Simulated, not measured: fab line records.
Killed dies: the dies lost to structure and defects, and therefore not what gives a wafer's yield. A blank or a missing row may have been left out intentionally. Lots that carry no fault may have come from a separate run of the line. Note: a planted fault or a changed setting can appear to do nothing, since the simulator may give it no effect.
Chamber matching :: flow sky130 :: SKY_SPACER_ETCHBACK_02 on rie-diel-01: 4 sister chambers
The step etches Si3N4 in CH3F/O2, stops on SiO2, time 46.7 s, target depth 45 nm. 8 wafers are shown with their chamber, then 8 later ones without.

== WAFERS, EACH WITH ITS CHAMBER ==
wafer: L501.3
chamber: 3
oes-product-au (a.u.): 0.855
throttle-valve-pct (%): 10.557

wafer: L505.3
chamber: 0
oes-product-au (a.u.): 0.850
throttle-valve-pct (%): 10.552

wafer: L505.4
chamber: 2
oes-product-au (a.u.): 0.847
throttle-valve-pct (%): 10.570

wafer: L505.6
chamber: 1
oes-product-au (a.u.): 0.851
throttle-valve-pct (%): 10.553

wafer: L507.1
chamber: 0
oes-product-au (a.u.): 0.845
throttle-valve-pct (%): 10.565

wafer: L507.3
chamber: 1
oes-product-au (a.u.): 0.849
throttle-valve-pct (%): 10.567

wafer: L507.6
chamber: 2
oes-product-au (a.u.): 0.862
throttle-valve-pct (%): 10.561

wafer: L508.1
chamber: 3
oes-product-au (a.u.): 0.867
throttle-valve-pct (%): 10.560

== WAFERS MISSING THEIR CHAMBER ==
wafer: L508.4
oes-product-au (a.u.): 0.857
throttle-valve-pct (%): 10.559

wafer: L508.5
oes-product-au (a.u.): 0.858
throttle-valve-pct (%): 10.558

wafer: L516.3
oes-product-au (a.u.): 0.853
throttle-valve-pct (%): 10.558

wafer: L516.5
oes-product-au (a.u.): 0.867
throttle-valve-pct (%): 10.570

wafer: L516.6
oes-product-au (a.u.): 0.853
throttle-valve-pct (%): 10.564

wafer: L518.1
oes-product-au (a.u.): 0.858
throttle-valve-pct (%): 10.554

wafer: L518.5
oes-product-au (a.u.): 0.850
throttle-valve-pct (%): 10.547

wafer: L518.6
oes-product-au (a.u.): 0.847
throttle-valve-pct (%): 10.557

== EACH ONE'S CHAMBER ==
wafer: L508.4
from the rows above: can't be placed: 3 or 2 or 1 or 0
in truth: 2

wafer: L508.5
from the rows above: can't be placed: 3 or 2 or 1 or 0
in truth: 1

wafer: L516.3
from the rows above: can't be placed: 1 or 0 or 2 or 3
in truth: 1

wafer: L516.5
from the rows above: can't be placed: 3 or 2 or 1 or 0
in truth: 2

wafer: L516.6
from the rows above: can't be placed: 2 or 1 or 0 or 3
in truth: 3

wafer: L518.1
from the rows above: can't be placed: 3 or 1 or 2 or 0
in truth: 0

wafer: L518.5
from the rows above: can't be placed: 0 or 1 or 3 or 2
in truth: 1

wafer: L518.6
from the rows above: can't be placed: 0 or 1 or 2 or 3
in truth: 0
Correct placement for 0 of the 8. These rows do not allow placing 8 (true chamber among the candidates in 8). 0 placed wrongly.
How it was worked out, from the rows above alone: a wafer's distance from a chamber is the root of the sum, over the readings, of the square of ((its reading less the chamber's mean) divided by the reading's scatter). If the next closest chamber is less than 2 further off than the closest, the wafer can't be placed; otherwise it belongs to the closest. For every chamber, the mean is computed from those of its wafers that are shown. How the scatter is found: for the shown wafers, subtract from each reading the mean of its chamber, square and add these, divide the total by (wafers less chambers), then take the root.
